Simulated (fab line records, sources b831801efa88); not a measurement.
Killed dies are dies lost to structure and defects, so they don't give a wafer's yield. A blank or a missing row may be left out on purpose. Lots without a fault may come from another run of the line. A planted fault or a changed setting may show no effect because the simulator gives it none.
A struck lot beside a sound one | flow gf180mcu | 17 steps out of a route of 602
Sound: wafers L320.2, L320.3, L320.4. Struck: wafers L324.3, L324.4, L324.5. The cause comes at the end.
At each step with rows: each side's tool, then ch and its chambers, then its first start. Under that, the readings that differ: sound wafers | struck wafers | difference of the means | sigmas: that difference in standard deviations of wafers without a fault.
alike: readings whose means differ by less than 2 such deviations, and words and numbers that are the same on both sides. not compared: withheld readings, readings that some wafer has no value for, bounds like >300 that may hide the same value, and numbers for which the record gives no deviation and whose values overlap.
The two part at a step that has a row with sigmas, a row that says differs or no value, or rows on one side only. Numbers that don't overlap but have no deviation are shown without sigmas and don't part them. A reading that every wafer of one side lacks parts them only if that side has two wafers or more.

first, 3 steps without rows for these wafers: GF_MVPSD_EXPOSE_04 (exposes mask MVPSD, target cd 1000 nm); GF_MVPSD_PEB_05; GF_MVPSD_DEVELOP_06 (develop time 60 s).
GF_MVPSD_OVL_MEAS_07:
  sound on overlay-02, day 5 18:47; struck on overlay-01, day 6 18:24
  alike: MVPSD_OVL
then, 2 steps without rows for these wafers: GF_MVPSD_IMPLANT_08; GF_MVPSD_IMPLANT_09.
GF_MVPSD_STRIP_10: strips in O2/N2.
  sound on plasma_asher-01 ch 0,1, day 5 19:07; struck on plasma_asher-04 ch 0,1, day 6 18:46
  reading                      | sound             | struck            | difference | sigmas
  strip_time_to_endpoint_s (s) | 36.75 36.83 36.87 | 37.07 37.09 36.99 | +0.23      | +2
  alike: drypump_motor_current_A, heater_power_w, oes_product_au, platen_temp_c
  not compared: rf_hours_counter_h
GF_MVPSD_TW_MEAS_11:
  sound on film_metro-01, day 5 19:14; struck on film_metro-02, day 6 18:50
  alike: MVPSD_TW
then, 4 steps without rows for these wafers: GF_VT_IMPLANT_DEHYDRATE_00 (time 60 s); GF_VT_IMPLANT_HMDS_01 (prime time 60 s); GF_VT_IMPLANT_COAT_02 (resist thk 1000 nm); GF_VT_IMPLANT_SOFTBAKE_03 (time 60 s).
GF_VT_IMPLANT_EXPOSE_04: exposes mask LVPWELL LV AREA, target cd 600 nm.
  sound on iline_stepper-02 ch 0, day 6 02:14; struck on iline_stepper-02 ch 0, day 7 02:56
  reading                            | sound             | struck      | difference | sigmas
  model.VT_IMPLANT.overlay_x_nm (nm) | 0.122 0.122 0.122 | -95 -95 -95 | -95        |
  alike: mask, exposure_dose_mJ_cm2, focus_offset_nm
then, 2 steps without rows for these wafers: GF_VT_IMPLANT_PEB_05; GF_VT_IMPLANT_DEVELOP_06 (develop time 60 s).
GF_VT_IMPLANT_OVL_MEAS_07:
  sound on overlay-01, day 6 09:50; struck on overlay-01, day 7 10:36
  reading             | sound          | struck            | difference | sigmas
  VT_IMPLANT_OVL (nm) | -1.0 -1.6 -1.6 | -96.6 -96.5 -95.2 | -94.7      | -63
then, 1 step without rows for these wafers: GF_VT_IMPLANT_IMPLANT_08.

WHERE THEY PART
First at GF_MVPSD_STRIP_10; last, within this record, at GF_VT_IMPLANT_OVL_MEAS_07.

WHY: what the simulator had put in
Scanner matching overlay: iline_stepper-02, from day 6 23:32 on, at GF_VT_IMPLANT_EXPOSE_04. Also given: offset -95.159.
